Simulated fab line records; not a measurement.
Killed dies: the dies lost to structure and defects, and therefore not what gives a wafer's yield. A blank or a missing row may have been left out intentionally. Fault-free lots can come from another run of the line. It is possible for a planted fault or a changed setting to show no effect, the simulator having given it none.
fab line records	flow sky130
[record] lots = 6	wafers = 18	last-day = 50
route steps=708 shown SONOS_TUNNEL@156 SONOS_ONO@168 PAD_OPEN@708
lots that met no fault: taken from a fault-free run of the same line
start-h: the number of hours between the record's first day and the start of the first shown wafer of the lot	wait-h: time in hours since the lot's previous step	" unchanged from the row above	L1.1+2: a row that stands for several wafers	- either no value or no given start	* or withheld: withheld	< > ~ a bound
route shown NAME@n: a module of which the file shows steps, and the number in the route of the first	usual: mean/standard deviation taken from wafers without a fault	same: alike in all rows	chamber/n: place in a boat	sites: each site's reading	_std_site: how widely they spread, as a standard deviation	_edge_site: the outer-site mean with the inner-site mean subtracted	radius-mm: for every site, how far away it sits from the centre of the wafer	mask NAME#n: copy n	behind: the tool/chamber that last shaped the wafer	hold: the reason the lot was held/the length of the hold in hours/how it ended	device: whichever transistor did not switch (one of n, p or np)	end of line: at the end of the route, the tests of the same wafers	a step with no rows: only its recipe	killed: at the first sort, the dies lost to defects and structure; wafer yield is something else	map: shows each die of a wafer: x if killed, . if not, _ if none is there
set.NAME: the setting as run; set.NAME@STEP: as run at that earlier step	model.NAME: the simulator's own value behind a step, which no gauge read
lots seen at some steps along the route; tables by step, rows by wafer
services: when a tool's chamber went out of use (start-h, in hours from the record's first day, below 0 if earlier), for how many hours, and the reason
[[steps]]
[step SKY_SONOS_TUNNEL_COAT_02]
[recipe] resist = NOVOLAK	spin-rpm = 3000	resist-thk-nm = 1140
[step SKY_SONOS_TUNNEL_SOFTBAKE_03]
[recipe] temp-c = 90	time-s = 60	resist = NOVOLAK
[step SKY_SONOS_TUNNEL_EXPOSE_04]
[recipe] mask-id = TUNM	na = 0.6	source-shape = conventional	sigma-outer = 0.6	polarization = unpolarized	target-cd-nm = 410	dose-mj = 136
[step SKY_SONOS_TUNNEL_PEB_05]
[recipe] temp-c = withheld	time-s = *	resist = NOVOLAK
[step SKY_SONOS_TUNNEL_DEVELOP_06]
[recipe] resist = NOVOLAK	developer = TMAH	develop-time-s = 60	dev-temp-c = 23
[step SKY_SONOS_TUNNEL_CD_MEAS_07]
[recipe] target-cd-nm = 410
[usual] cd-nm = 409.5/1.9
lot.wafer	tool	chamber	start-h	wait-h	cd-nm
L255.3	cd-sem-02	-	270.64	0.1	408.6
L255.4	"	-	"	"	408.7
L255.6	"	-	"	"	407.7
L258.3	cd-sem-02	-	290.64	0.1	411.5
L258.5	"	-	"	"	410.0
L258.6	"	-	"	"	409.9
L265.1	cd-sem-02	-	345.44	0.1	407.9
L265.3	"	-	"	"	410.6
L265.6	"	-	"	"	410.8
L267.2	cd-sem-01	-	361.57	0.1	407.9
L267.4	"	-	"	"	410.3
L267.5	"	-	"	"	409.0
L268.1	cd-sem-02	-	375.79	0.1	409.6
L268.2	"	-	"	"	410.0
L268.6	"	-	"	"	411.0
L276.1	cd-sem-01	-	451.10	0.1	406.5
L276.2	"	-	"	"	405.5
L276.6	"	-	"	"	407.3
[step SKY_SONOS_TUNNEL_OVL_MEAS_08]
[usual] SONOS_TUNNEL_OVL = 0.0/1.6
lot.wafer	tool	chamber	start-h	wait-h	SONOS_TUNNEL_OVL[nm]
L255.3	overlay-01	-	270.74	0.1	2.6
L255.4	"	-	"	"	0.5
L255.6	"	-	"	"	1.7
L258.3	overlay-02	-	290.73	0.1	-1.1
L258.5	"	-	"	"	2.8
L258.6	"	-	"	"	-0.5
L265.1	overlay-01	-	345.56	0.1	1.4
L265.3	"	-	"	"	0.6
L265.6	"	-	"	"	2.3
L267.2	overlay-02	-	361.68	0.1	-2.4
L267.4	"	-	"	"	-2.3
L267.5	"	-	"	"	-1.9
L268.1	overlay-01	-	375.91	0.1	1.3
L268.2	"	-	"	"	-0.7
L268.6	"	-	"	"	-0.2
L276.1	overlay-01	-	451.22	0.1	1.3
L276.2	"	-	"	"	-0.7
L276.6	"	-	"	"	1.0
[step SKY_SONOS_TUNNEL_IMPLANT_09]
[recipe] species = B	energy-kev = 20	dose-cm2 = 1e+12	tilt-deg = withheld
[step SKY_SONOS_TUNNEL_WET_ETCH_10]
[recipe] chemistry = dHF	target-depth-nm = 14	target = SiO2	dilution = 100:1	temp-c = 25	time-s = 280
[step SKY_SONOS_TUNNEL_STRIP_11]
[recipe] chemistry = SPM	time-s = 600	temp-c = 130
[step SKY_SONOS_TUNNEL_TW_MEAS_12]
[usual] SONOS_TUNNEL_TW = 196.7/2.3
lot.wafer	tool	chamber	start-h	wait-h	SONOS_TUNNEL_TW
L255.3	film-metro-03	-	271.28	0.0	194.8
L255.4	"	-	"	"	195.3
L255.6	"	-	"	"	194.6
L258.3	film-metro-03	-	291.19	0.0	196.4
L258.5	"	-	"	"	196.7
L258.6	"	-	"	"	196.4
L265.1	film-metro-02	-	346.02	0.0	194.4
L265.3	"	-	"	"	194.0
L265.6	"	-	"	"	194.1
L267.2	film-metro-02	-	362.13	0.0	194.2
L267.4	"	-	"	"	194.2
L267.5	"	-	"	"	194.8
L268.1	film-metro-03	-	376.37	0.0	195.5
L268.2	"	-	"	"	195.4
L268.6	"	-	"	"	195.8
L276.1	film-metro-03	-	451.68	0.0	196.2
L276.2	"	-	"	"	196.2
L276.6	"	-	"	"	196.2
[step SKY_SONOS_TUNNEL_CLEAN_13]
[recipe] chemistry = dHF	time-s = 20	dilution = 100:1	dry = ipa-marangoni
[step SKY_SONOS_ONO_OXIDATION_00]
[recipe] temp-c = 800	ambient = O2	idle-temp-c = 700	ramp-up-c-per-min = 10	ramp-down-c-per-min = 3	stabilise-s = 600	purge-s = 300	target-thk-a = 26	ox-time-s = 1249
[usual] spike-tc-bottom-C = 818.7/1.3	spike-tc-top-C = 815.6/1.8	zone-power-lower-pct = 13.2/2.3
lot.wafer	tool	chamber	start-h	wait-h	spike-tc-bottom-C	spike-tc-top-C	zone-power-lower-pct	model.SiO2_of_SONOS_ONO_OXIDATION_00.thk-nm
L255.3	furnace-02	0	273.52	2.2	819.0	814.2	15.2	2.524
L255.4	"	0	"	"	818.3	814.6	15.2	2.542
L255.6	"	0	"	"	820.2	814.9	15.4	2.579
L258.3	furnace-01	0	291.63	0.4	818.7	817.4	10.7	2.585
L258.5	"	0	"	"	817.9	817.6	10.8	2.577
L258.6	"	0	"	"	819.1	816.0	10.8	2.581
L265.1	furnace-01	0	346.10	0.0	816.6	816.8	10.7	2.579
L265.3	"	0	"	"	818.0	817.2	10.9	2.612
L265.6	"	0	"	"	817.6	817.4	10.7	2.575
L267.2	furnace-02	0	364.82	2.6	819.4	812.5	15.4	2.992
L267.4	"	0	"	"	819.6	812.4	15.2	3.018
L267.5	"	0	"	"	818.2	814.5	15.4	2.991
L268.1	furnace-02	0	377.53	1.1	818.3	815.2	15.7	2.874
L268.2	"	0	"	"	817.8	815.1	15.6	2.879
L268.6	"	0	"	"	818.8	812.8	15.3	2.845
L276.1	furnace-01	0	452.95	1.2	818.5	815.5	11.0	2.67
L276.2	"	0	"	"	818.6	816.8	10.9	2.633
L276.6	"	0	"	"	817.8	819.1	10.8	2.637
[step SKY_SONOS_ONO_THK_MEAS_01]
[recipe] reads = SiO2_of_SONOS_ONO_OXIDATION_00
[usual] SONOS_ONO_OXIDATION_THK = 2.58/0.06
lot.wafer	tool	chamber	start-h	wait-h	hold	SONOS_ONO_OXIDATION_THK[nm]
L255.3	film-metro-04	-	274.89	0.0	-	2.54
L255.4	"	-	"	"	-	2.52
L255.6	"	-	"	"	-	2.63
L258.3	film-metro-01	-	293.00	0.0	-	2.52
L258.5	"	-	"	"	-	2.57
L258.6	"	-	"	"	-	2.54
L265.1	film-metro-02	-	347.44	0.0	-	2.56
L265.3	"	-	"	"	-	2.59
L265.6	"	-	"	"	-	2.58
L267.2	film-metro-02	-	366.18	0.0	await-dispo/0.2h/release	3.02
L267.4	"	-	"	"	await-dispo/0.2h/release	2.99
L267.5	"	-	"	"	await-dispo/0.2h/release	3.00
L267.2	film-metro-02	-	366.50	0.3	-	2.96
L267.4	"	-	"	"	-	3.03
L267.5	"	-	"	"	-	3.02
L268.1	film-metro-02	-	378.87	0.0	await-dispo/0.2h/release	2.83
L268.2	"	-	"	"	await-dispo/0.2h/release	2.92
L268.6	"	-	"	"	await-dispo/0.2h/release	2.86
L268.1	film-metro-02	-	379.10	0.2	-	2.80
L268.2	"	-	"	"	-	2.80
L268.6	"	-	"	"	-	2.85
L276.1	film-metro-04	-	454.30	0.0	-	2.66
L276.2	"	-	"	"	-	2.66
L276.6	"	-	"	"	-	2.67
[step SKY_PAD_OPEN_PROBE_99]
[usual] killed_at_M0_to_M3 = 43/6.8	killed_at_M4_up = 3.3/2.1	killed-at-contacts = 24/5	killed-at-front-end = 15/4.4	killed-at-other = 0.3/0.57	killed-dies = 86/9.7	killed-on-rim = 17/3.6	killed-open = 47/7.3	killed-short = 39/6.1
[same] gross-dies = 492	killed-at-back-side = 0
lot.wafer	tool	chamber	start-h	wait-h	killed_at_M0_to_M3	killed_at_M4_up	killed-at-contacts	killed-at-front-end	killed-at-other	killed-dies	killed-on-rim	killed-open	killed-short	model.etest.sonos-erased.drive-ua-um	model.etest.cap-ono.gate-log10-a-cm2	model.etest.cap-ono.tox-acc-nm	model.etest.sonos-erased.vt-v	model.etest.sonos-baked.vt-less-v	model.etest.sonos-programmed.vt-v
L255.3	prober-02	-	1093.77	0.2	41	8	17	15	1	82	21	37	45	200.4	-7.588	12.62	-2.366	-0.6287	1.618
L255.4	prober-02	-	1093.82	0.2	40	4	25	16	0	85	15	45	39	233.3	-7.679	12.64	-2.394	-0.5479	1.578
L255.6	prober-02	-	1093.92	0.2	35	3	24	18	0	80	16	41	39	184.4	-7.596	12.58	-2.342	-0.5944	1.618
L258.3	prober-01	-	1113.31	0.2	45	2	27	24	2	100	16	55	45	199.4	-8.002	12.9	-2.276	-0.5174	1.476
L258.5	prober-01	-	1113.41	0.2	46	3	30	13	1	93	14	55	38	199.5	-7.83	12.83	-2.288	-0.5154	1.504
L258.6	prober-01	-	1113.46	0.2	40	2	30	15	0	87	15	53	34	172	-7.925	12.89	-2.254	-0.4868	1.429
L265.1	prober-02	-	1150.95	0.1	44	7	23	27	0	101	19	56	45	189.6	-7.972	12.87	-2.29	-0.5135	1.458
L265.3	prober-02	-	1151.05	0.2	45	1	28	15	1	90	15	47	43	178.3	-7.92	12.92	-2.235	-0.4501	1.394
L265.6	prober-02	-	1151.20	0.2	38	6	21	13	0	78	14	43	35	180	-8.009	12.93	-2.262	-0.4384	1.396
L267.2	prober-02	-	1157.37	0.1	46	3	29	20	0	98	14	51	45	155.8	-8.156	13.06	-1.937	-0.3698	1.396
L267.4	prober-02	-	1157.47	0.2	38	5	34	16	0	93	15	55	37	142.6	-8.237	13.11	-1.868	-0.4009	1.429
L267.5	prober-02	-	1157.52	0.2	39	1	29	13	0	82	12	46	36	153.7	-8.144	13.11	-1.952	-0.3898	1.422
L268.1	prober-01	-	1169.18	0.1	49	2	15	14	0	80	19	43	37	184.6	-8.014	12.92	-2.126	-0.488	1.521
L268.2	prober-01	-	1169.23	0.1	51	1	23	7	1	83	23	51	31	163.8	-8.172	13.06	-2.045	-0.4828	1.435
L268.6	prober-01	-	1169.43	0.2	46	2	19	17	0	84	17	52	32	163.6	-8.022	12.99	-2.107	-0.4816	1.514
L276.1	prober-01	-	1206.46	0.1	42	2	19	22	0	85	15	41	43	179.3	-7.683	12.73	-2.279	-0.5309	1.587
L276.2	prober-01	-	1206.51	0.1	43	1	31	17	0	92	17	47	43	183.1	-7.668	12.71	-2.304	-0.4617	1.539
L276.6	prober-01	-	1206.71	0.2	38	0	26	21	1	86	14	47	38	199.3	-7.812	12.72	-2.309	-0.5284	1.505
// killed by level:class
L255.3 CONTACT:geometric-particle:short=9 VIA1:geometric-particle:open=9 FIELD_ISO:geometric-particle:open=6 METAL4:geometric-particle:short=6 METAL3:geometric-particle:short=6 VIA3:geometric-particle:open=6 POLY_GATE:geometric-particle:short=4 CONTACT:geometric-particle:open=4
L255.4 CONTACT:geometric-particle:open=8 VIA1:geometric-particle:open=8 VIA3:geometric-particle:open=8 LI_CONTACT:geometric-particle:open=6 CONTACT:geometric-particle:short=5 METAL1:geometric-particle:short=5 VIA1:geometric-particle:short=5 POLY_GATE:geometric-particle:short=4
L255.6 CONTACT:geometric-particle:open=9 VIA1:geometric-particle:short=7 VIA1:geometric-particle:open=7 FIELD_ISO:geometric-particle:open=6 VIA2:geometric-particle:open=6 LI_CONTACT:geometric-particle:open=5 CONTACT:geometric-particle:short=5 POLY_GATE:geometric-particle:short=4
L258.3 CONTACT:geometric-particle:open=10 VIA2:geometric-particle:open=9 METAL1:geometric-particle:short=8 VIA1:geometric-particle:open=8 FIELD_ISO:geometric-particle:open=7 LI_CONTACT:geometric-particle:open=7 POLY_GATE:geometric-particle:short=6 POLY_GATE:geometric-particle:open=6
L258.5 CONTACT:geometric-particle:open=12 LI_CONTACT:geometric-particle:open=11 VIA3:geometric-particle:open=11 VIA1:geometric-particle:open=9 METAL1:geometric-particle:short=5 METAL2:geometric-particle:short=5 VIA2:geometric-particle:short=5 FIELD_ISO:geometric-particle:short=4
L258.6 LI_CONTACT:geometric-particle:open=13 VIA1:geometric-particle:open=9 VIA2:geometric-particle:open=7 CONTACT:geometric-particle:open=7 VIA1:geometric-particle:short=7 POLY_GATE:geometric-particle:short=6 POLY_GATE:geometric-particle:open=6 VIA3:geometric-particle:open=6
L265.1 CONTACT:geometric-particle:open=12 POLY_GATE:geometric-particle:open=9 FIELD_ISO:geometric-particle:open=7 METAL4:geometric-particle:short=7 VIA1:geometric-particle:open=7 FIELD_ISO:geometric-particle:short=6 METAL1:geometric-particle:short=6 METAL2:geometric-particle:short=6
L265.3 CONTACT:geometric-particle:open=10 METAL2:geometric-particle:short=8 LI_CONTACT:geometric-particle:open=8 VIA3:geometric-particle:open=8 VIA1:geometric-particle:short=7 VIA1:geometric-particle:open=7 LOCAL_INTERCONNECT:geometric-particle:short=5 METAL1:geometric-particle:short=4
L265.6 VIA2:geometric-particle:open=10 CONTACT:geometric-particle:open=9 VIA1:geometric-particle:open=6 FIELD_ISO:geometric-particle:open=5 LI_CONTACT:geometric-particle:open=5 METAL1:geometric-particle:short=4 VIA3:geometric-particle:short=4 POLY_GATE:geometric-particle:open=3
L267.2 CONTACT:geometric-particle:open=11 VIA1:geometric-particle:short=10 VIA1:geometric-particle:open=8 LI_CONTACT:geometric-particle:open=8 VIA2:geometric-particle:open=7 FIELD_ISO:geometric-particle:open=6 CONTACT:geometric-particle:short=5 FIELD_ISO:geometric-particle:short=4
L267.4 LI_CONTACT:geometric-particle:open=11 VIA1:geometric-particle:open=11 CONTACT:geometric-particle:open=10 VIA1:geometric-particle:short=6 VIA3:geometric-particle:open=6 POLY_GATE:geometric-particle:open=5 METAL2:geometric-particle:short=5 VIA2:geometric-particle:open=5
L267.5 VIA1:geometric-particle:open=12 CONTACT:geometric-particle:short=8 LI_CONTACT:geometric-particle:open=6 CONTACT:geometric-particle:open=6 VIA1:geometric-particle:short=6 FIELD_ISO:geometric-particle:short=4 LOCAL_INTERCONNECT:geometric-particle:open=4 VIA2:geometric-particle:open=4
L268.1 VIA2:geometric-particle:open=10 VIA1:geometric-particle:open=8 METAL1:geometric-particle:short=6 VIA1:geometric-particle:short=6 VIA3:geometric-particle:open=6 LI_CONTACT:geometric-particle:open=5 CONTACT:geometric-particle:open=5 METAL2:geometric-particle:short=5
L268.2 VIA1:geometric-particle:open=16 CONTACT:geometric-particle:open=11 VIA2:geometric-particle:open=8 VIA1:geometric-particle:short=7 METAL2:geometric-particle:short=6 CONTACT:geometric-particle:short=5 VIA3:geometric-particle:open=5 LI_CONTACT:geometric-particle:open=4
L268.6 VIA1:geometric-particle:open=14 CONTACT:geometric-particle:open=10 POLY_GATE:geometric-particle:open=7 VIA1:geometric-particle:short=7 VIA3:geometric-particle:open=7 METAL1:geometric-particle:short=5 FIELD_ISO:geometric-particle:short=3 LI_CONTACT:geometric-particle:open=3
L276.1 VIA3:geometric-particle:open=9 CONTACT:geometric-particle:open=9 METAL1:geometric-particle:short=9 FIELD_ISO:geometric-particle:short=8 VIA1:geometric-particle:open=6 VIA2:geometric-particle:open=6 POLY_GATE:geometric-particle:short=5 POLY_GATE:geometric-particle:open=5
L276.2 CONTACT:geometric-particle:open=13 CONTACT:geometric-particle:short=9 VIA1:geometric-particle:open=8 FIELD_ISO:geometric-particle:short=7 VIA3:geometric-particle:short=6 LI_CONTACT:geometric-particle:open=6 VIA2:geometric-particle:open=6 METAL1:geometric-particle:short=5
L276.6 LI_CONTACT:geometric-particle:open=9 VIA1:geometric-particle:open=9 CONTACT:geometric-particle:open=7 VIA2:geometric-particle:short=6 VIA3:geometric-particle:open=5 METAL1:geometric-particle:short=5 POLY_GATE:geometric-particle:open=4 LOCAL_INTERCONNECT:geometric-particle:short=4
[[services]]
tool	chamber	start-h	hours	kind
furnace-02	-	253.39	4.2	repair
furnace-02	-	298.46	3.9	pm
furnace-01	-	367.70	3.7	pm
[[key]]
[first-sign] step = SKY_SONOS_ONO_THK_MEAS_01	reading = visit	direction = added
[effect] step = SKY_SONOS_ONO_THK_MEAS_01	reading = SONOS_ONO_OXIDATION_THK	direction = up	sigmas = 6	usual = 2.58	struck = 2.94
[model-effect] step = SKY_SONOS_ONO_OXIDATION_00	value = SiO2_of_SONOS_ONO_OXIDATION_00.thk-nm	without = 2.552	struck = 2.933
[model-effect] step = SKY_PAD_OPEN_PROBE_99	value = etest.sonos-erased.drive-ua-um	without = 198.7	struck = 160.7
met-at SKY_SONOS_ONO_OXIDATION_00
struck-wafers L267.2,L267.4,L267.5,L268.1,L268.2,L268.6
tester-left-out L267,L268
onset-between 273.52 364.82
[fault] kind = process-parameter-drift	tool = furnace-02	chamber = -	onset-h = 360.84	steps = SKY_SONOS_ONO_OXIDATION_00	channel = ox-time-s	offset = *	shape = step	end-h = 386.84	acts-in = *	stated = *
// tester-left-out: of these lots the tester's yield and bins aren't shown, on N5 and GAA mostly nor the transistor test; their killed dies are dies lost to structure and defects alone, not to doping, threshold or leakage, so they don't give the yield
